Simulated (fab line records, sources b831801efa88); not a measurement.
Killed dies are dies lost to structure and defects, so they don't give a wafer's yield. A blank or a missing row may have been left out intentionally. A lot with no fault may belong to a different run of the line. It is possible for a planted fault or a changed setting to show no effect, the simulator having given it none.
Which tool was responsible? + flow sky130 + 14 lots with 42 wafers sampled at 2 steps, on a route of 708 steps

## WHAT THE GAUGES READ, wafer by wafer
SKY_LDD_N_OVL_MEAS_07.
| lot  | measured     | on         | LDD_N_OVL (nm) |
|------|--------------|------------|----------------|
| L491 | day 17 14:58 | overlay-02 | -0.9 -1.1 -2.6 |
| L492 | day 18 14:16 | overlay-02 | 0.6 2.3 0.8    |
| L493 | day 18 21:34 | overlay-02 | 1.8 2.0 -0.2   |
| L494 | day 19 04:48 | overlay-01 | -0.7 -1.9 -2.6 |
| L497 | day 20 13:45 | overlay-02 | 0.5 1.8 0.9    |
| L496 | day 20 14:44 | overlay-02 | -2.6 -2.8 -3.6 |
| L498 | day 21 08:07 | overlay-01 | 0.8 2.2 2.4    |
| L501 | day 21 10:52 | overlay-02 | -0.6 -2.0 0.0  |
| L502 | day 21 23:20 | overlay-02 | 1.5 1.7 1.1    |
| L503 | day 22 11:34 | overlay-02 | 1.2 1.3 -0.1   |
| L504 | day 22 20:05 | overlay-02 | 2.5 2.1 1.9    |
| L508 | day 24 03:04 | overlay-02 | 3.6 2.2 3.3    |
| L509 | day 24 20:58 | overlay-01 | -0.1 1.7 2.0   |
| L513 | day 25 20:45 | overlay-01 | 0.8 1.1 0.1    |

SKY_LDD_HVP_OVL_MEAS_07.
| lot  | measured     | on         | LDD_HVP_OVL (nm) |
|------|--------------|------------|------------------|
| L491 | day 21 13:16 | overlay-02 | -0.8 -0.7 -0.8   |
| L492 | day 22 11:37 | overlay-01 | 2.8 1.3 1.1      |
| L493 | day 22 18:38 | overlay-02 | -3.6 -3.3 -4.8   |
| L494 | day 23 02:17 | overlay-02 | -2.1 -1.3 -1.5   |
| L497 | day 24 09:15 | overlay-02 | 0.2 1.6 0.0      |
| L496 | day 24 10:25 | overlay-01 | 0.8 0.2 1.3      |
| L498 | day 25 05:27 | overlay-01 | 0.4 1.1 0.2      |
| L501 | day 25 06:16 | overlay-02 | -1.1 -1.0 -1.7   |
| L502 | day 25 18:42 | overlay-01 | -2.3 -4.1 -1.9   |
| L503 | day 26 05:28 | overlay-01 | -1.3 -0.2 -2.4   |
| L504 | day 26 14:16 | overlay-02 | -0.1 -1.8 -1.8   |
| L508 | day 27 20:13 | overlay-02 | 0.3 0.2 0.3      |
| L509 | day 28 12:51 | overlay-02 | 2.1 2.8 0.2      |
| L513 | day 29 13:00 | overlay-01 | -0.6 -1.7 -2.7   |

## TOOL THAT RAN EACH LOT (tool first, then ch and the chambers of the sampled wafers, then the start)
Before these readings, the record contains no process step.

## WHAT THE TOOLS THEMSELVES READ (means of the sampled wafers that have a number; where no wafer has one, the mark that the record gives instead)
The record holds no such reading with a usual standard deviation.

## THE ANSWER, worked out from the rows above alone
Rule: the lots themselves supply what counts as usual. The widest of any qualifying gaps counts: lots, ordered by their means at a reading, are off when they make up no more than a third of the lots, leave a main group of 4 or more, and stand apart from it by 3 or more times the standard deviation of that group's means. The tables above print the reading to a certain number of digits; a main group whose means all agree to those digits is not used. A lot without any number at a reading at which 4 lots or more have one is off too. Any other lot the step has rows for is counted as sound. Order of review: gauges by route order, followed by the tools' own readings, for which a lot's mean as printed above is used. At the first step where some lot is off, the reading lying furthest off is the one used; lots without a number count as furthest.
No lot is off on any of the readings shown, so nothing can be concluded from this.

## WHAT THE SIMULATOR HAD PUT IN
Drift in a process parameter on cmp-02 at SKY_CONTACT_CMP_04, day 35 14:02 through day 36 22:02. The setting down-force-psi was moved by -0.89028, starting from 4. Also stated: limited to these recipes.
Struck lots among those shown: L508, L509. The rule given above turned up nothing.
